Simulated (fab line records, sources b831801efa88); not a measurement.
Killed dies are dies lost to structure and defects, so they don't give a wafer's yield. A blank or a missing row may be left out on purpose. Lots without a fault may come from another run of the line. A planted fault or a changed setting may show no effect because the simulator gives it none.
A struck lot beside a sound one | flow sfq_line | 17 steps out of a route of 325
Sound: wafers L511.4, L511.5, L511.6. Struck: wafers L500.2, L500.4, L500.6. The cause comes at the end.
At each step with rows: each side's tool, then ch and its chambers, then its first start. Under that, the readings that differ: sound wafers | struck wafers | difference of the means | sigmas: that difference in standard deviations of wafers without a fault.
alike: readings whose means differ by less than 2 such deviations, and words and numbers that are the same on both sides. not compared: withheld readings, readings that some wafer has no value for, bounds like >300 that may hide the same value, and numbers for which the record gives no deviation and whose values overlap.
The two part at a step that has a row with sigmas, a row that says differs or no value, or rows on one side only. Numbers that don't overlap but have no deviation are shown without sigmas and don't part them. A reading that every wafer of one side lacks parts them only if that side has two wafers or more.

SFQ_M4_OVL_MEAS_926:
  sound on overlay-01, day 60 04:05; struck on overlay-01, day 51 20:04
  reading     | sound  | struck    | difference | sigmas
  M4_OVL (nm) | 1 10 4 | -12 -4 -4 | -12        | -2
SFQ_TRILAYER_M4_BARC_OPEN_METAL_ETCH_123: etches BARC in O2, target depth 125 nm, time 41.7 s.
  sound on rie_metal-03 ch 0,1, day 60 04:08; struck on rie_metal-01 ch 0,1, day 51 20:05
  alike: drypump_motor_current_A, he_backside_leak_sccm, oes_product_au
  not compared: rf_hours_counter_h
then, 1 step without rows for these wafers: SFQ_TRILAYER_M4_ETCH_METAL_ETCH_096 (etches Nb in Cl2/Ar, stops on SiO2, target depth 240 nm, time 120 s).
SFQ_TRILAYER_M4_STRIP_STRIP_097: strips in O2.
  sound on rie_metal-03 ch 0,1, day 60 04:29; struck on rie_metal-01 ch 0,1, day 51 20:16
  alike: drypump_motor_current_A, he_backside_leak_sccm, oes_product_au
  not compared: rf_hours_counter_h
then, 2 steps without rows for these wafers: SFQ_TRILAYER_M4_STRIP_SOLV_CLEAN_098 (cleans in NMP, time 600 s); SFQ_TRILAYER_I4_DEP_PECVD_099 (deposits SiO2 from SiH4/N2O, time 111.11 s, target thk 500 nm).
SFQ_TRILAYER_I4_CMP_CMP_100: polishes SiO2.
  sound on cmp-01 ch 2,3, day 60 05:11; struck on cmp-01 ch 0,1,3, day 51 22:14
  alike: motor_current_A, time_to_endpoint_s
SFQ_I4_BOW_MEAS_927:
  sound on film_metro-01, day 60 08:15; struck on film_metro-01, day 52 00:45
  alike: I4_BOW
SFQ_TRILAYER_I4_METRO_MEASURE_101:
  sound on film_metro-01, day 60 08:55; struck on film_metro-01, day 52 01:03
  alike: thk_nm
then, 3 steps without rows for these wafers: SFQ_TRILAYER_I4_VIA_LITHO_COAT_108 (resist thk 62 nm); SFQ_TRILAYER_I4_VIA_LITHO_COAT_103 (resist thk 650 nm); SFQ_TRILAYER_I4_VIA_LITHO_SOFTBAKE_107.
SFQ_TRILAYER_I4_VIA_LITHO_EXPOSE_104: exposes mask I4, target cd 700 nm.
  sound on krf_scanner-01 ch 0, day 60 10:52; struck on krf_scanner-02 ch 0, day 52 03:33
  reading                    | sound             | struck            | difference | sigmas
  reticle_temp_C (C)         | 22.81 22.93 22.98 | 23.10 23.29 23.21 | +0.29      | +3
  model.I4.overlay_x_nm (nm) | 2.578 2.578 2.578 | 95.05 95.05 95.05 | +92.47     |
  alike: mask
then, 2 steps without rows for these wafers: SFQ_TRILAYER_I4_VIA_LITHO_PEB_106 (peb time 60 s); SFQ_TRILAYER_I4_VIA_LITHO_DEVELOP_105 (time 60 s).
SFQ_I4_OVL_MEAS_928:
  sound on overlay-02, day 60 11:46; struck on overlay-02, day 52 04:51
  reading     | sound | struck   | difference | sigmas
  I4_OVL (nm) | 7 9 8 | 98 97 92 | +88        | +17
SFQ_TRILAYER_I4_VIA_BARC_OPEN_VIA_ETCH_146: etches BARC in O2, target depth 125 nm, time 41.7 s.
  sound on rie_diel-02 ch 0,2,3, day 60 11:47; struck on rie_diel-04 ch 1,2,3, day 52 04:53
  alike: drypump_motor_current_A, oes_product_au
  not compared: rf_hours_counter_h

WHERE THEY PART
First at SFQ_M4_OVL_MEAS_926; last, within this record, at SFQ_I4_OVL_MEAS_928. Later steps at which nothing parts them and some readings are alike: SFQ_TRILAYER_I4_VIA_BARC_OPEN_VIA_ETCH_146.

WHY: what the simulator had put in
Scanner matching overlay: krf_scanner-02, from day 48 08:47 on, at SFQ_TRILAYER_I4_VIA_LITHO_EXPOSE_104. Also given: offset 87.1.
